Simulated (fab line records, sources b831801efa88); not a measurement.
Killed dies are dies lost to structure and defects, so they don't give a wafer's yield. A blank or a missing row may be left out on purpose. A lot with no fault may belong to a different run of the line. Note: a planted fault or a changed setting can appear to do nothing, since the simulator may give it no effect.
What tool caused it? + flow gf180mcu + 36 wafers from 12 lots sampled at 4 of the route's 602 steps

== WHAT EACH GAUGE READ, for each wafer ==
GF_V4_THK_MEAS_25: measures by xrf.
| lot  | measured     | on            | V4_W_THK (nm) |
|------|--------------|---------------|---------------|
| L117 | day 24 09:40 | film_metro-04 | 355 355 348   |
| L118 | day 24 19:50 | film_metro-04 | 343 343 340   |
| L120 | day 25 02:48 | film_metro-03 | 354 350 347   |
| L122 | day 26 00:34 | film_metro-04 | 343 350 348   |
| L124 | day 26 19:06 | film_metro-03 | 349 347 352   |
| L126 | day 27 11:17 | film_metro-03 | 345 352 346   |
| L128 | day 28 08:40 | film_metro-02 | 362 359 360   |
| L132 | day 29 09:04 | film_metro-02 | 350 346 349   |
| L133 | day 29 17:30 | film_metro-02 | 349 351 350   |
| L134 | day 29 21:25 | film_metro-04 | 348 345 347   |
| L135 | day 30 03:08 | film_metro-02 | 352 346 347   |
| L138 | day 30 19:13 | film_metro-04 | 347 352 350   |

GF_PASSIVATION_BOW_MEAS_14.
| lot  | measured     | on            | PASSIVATION_BOW (um) |
|------|--------------|---------------|----------------------|
| L117 | day 28 23:37 | film_metro-02 | 136 136 136          |
| L118 | day 29 08:08 | film_metro-02 | 128 140 124          |
| L120 | day 29 13:58 | film_metro-04 | 145 133 148          |
| L122 | day 30 10:30 | film_metro-02 | 127 128 126          |
| L124 | day 31 01:19 | film_metro-04 | 136 141 146          |
| L126 | day 31 15:42 | film_metro-04 | 131 139 126          |
| L128 | day 32 09:10 | film_metro-02 | 143 132 131          |
| L132 | day 33 06:13 | film_metro-02 | 137 135 133          |
| L133 | day 33 13:37 | film_metro-03 | 131 124 125          |
| L134 | day 33 17:43 | film_metro-04 | 144 132 140          |
| L135 | day 33 22:15 | film_metro-02 | 132 138 131          |
| L138 | day 34 11:23 | film_metro-04 | 118 115 116          |

== WHAT TOOL EACH LOT RAN ON (gives the tool, then ch and the chambers of the sampled wafers, and finally the start) ==
| lot  | GF_M5_ETCH_09                      | GF_PASSIVATION_CVD_02           |
|------|------------------------------------|---------------------------------|
| L117 | rie_diel-02 ch 1,2, day 26 05:05   | pecvd-02 ch 0,1,2, day 28 01:56 |
| L118 | rie_diel-01 ch 0,2,3, day 26 15:08 | pecvd-02 ch 0,2, day 28 10:41   |
| L120 | rie_diel-04 ch 1,2, day 26 21:59   | pecvd-04 ch 0,1, day 28 16:59   |
| L122 | rie_diel-01 ch 0,2, day 27 19:20   | pecvd-02 ch 0,1,2, day 29 14:22 |
| L124 | rie_diel-04 ch 0,1,3, day 28 12:41 | pecvd-02 ch 0,1, day 30 05:37   |
| L126 | rie_diel-04 ch 0,1,3, day 29 03:45 | pecvd-04 ch 0,1, day 30 20:35   |
| L128 | rie_diel-01 ch 1,2, day 29 22:56   | pecvd-03 ch 1,2, day 31 14:20   |
| L132 | rie_diel-04 ch 0,2,3, day 30 22:26 | pecvd-04 ch 1,2, day 32 12:07   |
| L133 | rie_diel-02 ch 0,2,3, day 31 06:29 | pecvd-02 ch 1,2, day 32 19:29   |
| L134 | rie_diel-02 ch 0,3, day 31 10:32   | pecvd-04 ch 0,1,2, day 32 23:53 |
| L135 | rie_diel-04 ch 0,2,3, day 31 15:26 | pecvd-03 ch 0,1, day 33 04:35   |
| L138 | rie_diel-02 ch 2,3, day 32 06:42   | pecvd-03 ch 0,2, day 33 18:40   |
- GF_M5_ETCH_09: etches Si3N4 in CF4/O2, target depth 52 nm, time 11.6 s.
- GF_PASSIVATION_CVD_02: deposits Si3N4, target thk 700 nm, time 486.18 s.

== WHAT THE TOOLS THEMSELVES READ (means of the sampled wafers that have a number; where no wafer has one, the mark that the record gives instead) ==
GF_M5_ETCH_09.
| lot  | tool        | chamber_pressure_mTorr (mTorr) | drypump_motor_current_A (A) | oes_product_au (a.u.) | throttle_valve_pct (%) |
|------|-------------|--------------------------------|-----------------------------|-----------------------|------------------------|
| L117 | rie_diel-02 | 150.13                         | 6.0                         | 0.995                 | 5.965                  |
| L118 | rie_diel-01 | 149.94                         | 5.9                         | 1.001                 | 5.965                  |
| L120 | rie_diel-04 | 149.96                         | 6.1                         | 1.003                 | 5.969                  |
| L122 | rie_diel-01 | 149.92                         | 5.9                         | 1.001                 | 5.969                  |
| L124 | rie_diel-04 | 150.09                         | 6.2                         | 1.008                 | 5.972                  |
| L126 | rie_diel-04 | 149.92                         | 6.2                         | 0.995                 | 5.973                  |
| L128 | rie_diel-01 | 150.03                         | 5.6                         | 0.998                 | 5.961                  |
| L132 | rie_diel-04 | 150.08                         | 5.9                         | 0.994                 | 5.964                  |
| L133 | rie_diel-02 | 149.96                         | 5.5                         | 0.988                 | 5.961                  |
| L134 | rie_diel-02 | 150.05                         | 5.7                         | 0.993                 | 5.957                  |
| L135 | rie_diel-04 | 150.04                         | 5.9                         | 0.997                 | 5.967                  |
| L138 | rie_diel-02 | 149.97                         | 5.5                         | 0.996                 | 5.976                  |

GF_PASSIVATION_CVD_02.
| lot  | tool     | heater_power_outer_w (W) | heater_power_w (W) |
|------|----------|--------------------------|--------------------|
| L117 | pecvd-02 | 359                      | 659                |
| L118 | pecvd-02 | 345                      | 602                |
| L120 | pecvd-04 | 381                      | 674                |
| L122 | pecvd-02 | 357                      | 659                |
| L124 | pecvd-02 | 357                      | 671                |
| L126 | pecvd-04 | 413                      | 714                |
| L128 | pecvd-03 | 390                      | 668                |
| L132 | pecvd-04 | 449                      | 786                |
| L133 | pecvd-02 | 334                      | 609                |
| L134 | pecvd-04 | 464                      | 788                |
| L135 | pecvd-03 | 325                      | 583                |
| L138 | pecvd-03 | 360                      | 618                |

== THE ANSWER, worked out from the rows above alone ==
Rule: what is usual is taken from the lots themselves. Put in order of their means at a reading, lots are off if they are a third of the lots or fewer, leave a main group of 4 or more, and stand apart from it by a gap of 3 or more times the standard deviation of the main group's means; of several such gaps the widest counts. A main group is skipped when, at the precision printed for the reading in the tables above, its means are all equal. A lot without any number at a reading at which 4 lots or more have one is off too. Where the step has rows for the other lots, those lots are counted as sound. After the gauges, taken in route order, come the tools' own readings; for these a lot's mean is taken, as printed above. At the first step where some lot is off, the reading lying furthest off is the one used; lots without a number count as furthest.
No lot is off on any of the readings shown, so nothing can be concluded from this.

== WHAT THE SIMULATOR HAD INSERTED ==
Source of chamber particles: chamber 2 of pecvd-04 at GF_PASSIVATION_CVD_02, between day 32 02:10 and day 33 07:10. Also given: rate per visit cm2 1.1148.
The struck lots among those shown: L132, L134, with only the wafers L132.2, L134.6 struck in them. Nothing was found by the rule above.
